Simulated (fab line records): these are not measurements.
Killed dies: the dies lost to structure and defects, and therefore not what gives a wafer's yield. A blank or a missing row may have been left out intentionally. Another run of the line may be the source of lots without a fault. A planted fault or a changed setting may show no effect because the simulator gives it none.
What tool caused it? -- flow gf180mcu -- 14 lots with 41 wafers sampled at 3 steps, on a route of 602 steps

== WHAT THE GAUGES SHOWED, per wafer ==
GF_TOP_METAL_THK_MEAS_06: measures by xrf. Usual: TOP_METAL_ALCU_THK typically reads 900 nm, with standard deviation 9.6.
lot,measured,on,TOP_METAL_ALCU_THK (nm),flag
L801,day 27 08:53,film metro-01,908 902 899,
L803,day 28 08:58,film metro-01,925 920 910,
L804,day 28 21:50,film metro-02,907 907 897,
L805,day 29 00:29,film metro-02,904 906 916,
L806,day 29 03:23,film metro-02,909 904 917,
L807,day 29 03:43,film metro-03,901 902 905,
L808,day 29 22:40,film metro-03,881 879 887,
L810,day 30 15:59,film metro-03,910 903 907,
L812,day 30 19:04,film metro-03,905 906,
L813,day 30 22:19,film metro-02,894 895 896,
L814,day 31 11:32,film metro-01,888 890 889,
L815,day 31 16:00,film metro-03,913 905 907,
L821,day 33 04:25,film metro-02,897 904 884,
L822,day 33 07:29,film metro-02,904 899 899,

== TOOL THAT RAN EACH LOT (tool first, then ch and the chambers of the sampled wafers, then the start) ==
lot,GF_V4_SPUTTER_22,GF_TOP_METAL_SPUTTER_02
L801,"pvd sputter-01, day 24 12:28","pvd sputter-04, day 27 08:38"
L803,"pvd sputter-01, day 25 15:11","pvd sputter-04, day 28 08:46"
L804,"pvd sputter-04, day 26 05:06","pvd sputter-04, day 28 21:37"
L805,"pvd sputter-04, day 26 07:03","pvd sputter-03, day 29 00:16"
L806,"pvd sputter-01, day 26 10:35","pvd sputter-04, day 29 03:10"
L807,"pvd sputter-04, day 26 11:26","pvd sputter-02, day 29 03:31"
L808,"pvd sputter-01, day 27 06:26","pvd sputter-02, day 29 22:26"
L810,"pvd sputter-01, day 28 02:14","pvd sputter-03, day 30 15:47"
L812,"pvd sputter-01, day 28 04:47","pvd sputter-03, day 30 18:50"
L813,"pvd sputter-03, day 28 07:38","pvd sputter-02, day 30 22:07"
L814,"pvd sputter-03, day 28 23:34","pvd sputter-02, day 31 11:18"
L815,"pvd sputter-01, day 29 03:59","pvd sputter-02, day 31 15:47"
L821,"pvd sputter-04, day 30 20:14","pvd sputter-04, day 33 04:12"
L822,"pvd sputter-04, day 30 23:08","pvd sputter-04, day 33 07:16"
- GF_V4_SPUTTER_22: material TiN, target thk 10 nm, time 40 s.
- GF_TOP_METAL_SPUTTER_02: material AlCu, target thk 900 nm, time 47.82 s.

== AS READ BY THE TOOLS THEMSELVES (means over the sampled wafers that have a number; for cases with no such wafer, the mark the record gives instead) ==
GF_V4_SPUTTER_22. Usual: throttle valve pct at 29.7 %, with a standard deviation of 0.91.
lot,tool,throttle valve pct (%),flag
L801,pvd sputter-01,29.5,
L803,pvd sputter-01,29.0,
L804,pvd sputter-04,30.3,
L805,pvd sputter-04,30.4,
L806,pvd sputter-01,30.2,
L807,pvd sputter-04,30.3,
L808,pvd sputter-01,29.0,
L810,pvd sputter-01,29.5,
L812,pvd sputter-01,29.0,
L813,pvd sputter-03,29.2,
L814,pvd sputter-03,28.4,
L815,pvd sputter-01,29.5,
L821,pvd sputter-04,30.4,
L822,pvd sputter-04,30.3,

GF_TOP_METAL_SPUTTER_02. Usual: throttle valve pct at 30.2 %, with a standard deviation of 1.
lot,tool,throttle valve pct (%),flag
L801,pvd sputter-04,30.4,
L803,pvd sputter-04,30.6,
L804,pvd sputter-04,30.1,
L805,pvd sputter-03,30.1,
L806,pvd sputter-04,30.3,
L807,pvd sputter-02,30.0,
L808,pvd sputter-02,30.7,
L810,pvd sputter-03,29.6,
L812,pvd sputter-03,29.8,
L813,pvd sputter-02,30.8,
L814,pvd sputter-02,30.1,
L815,pvd sputter-02,30.0,
L821,pvd sputter-04,29.9,
L822,pvd sputter-04,30.3,

== THE ANSWER, worked out from the rows above alone ==
Rule: take the mean of a lot's wafers that have a number; if it is more than 3 standard deviations from the usual mean, the lot is off. Also off: a lot with no number at a reading for which 4 or more lots have one. Any other lot the step has rows for is counted as sound. Order of review: gauges by route order, followed by the tools' own readings, for which a lot's mean as printed above is used. At the first step where some lot is off, the reading lying furthest off is the one used; lots without a number count as furthest.
Across all readings shown, no lot is off: no conclusion can be drawn from this.

== WHAT THE SIMULATOR HAD PUT IN ==
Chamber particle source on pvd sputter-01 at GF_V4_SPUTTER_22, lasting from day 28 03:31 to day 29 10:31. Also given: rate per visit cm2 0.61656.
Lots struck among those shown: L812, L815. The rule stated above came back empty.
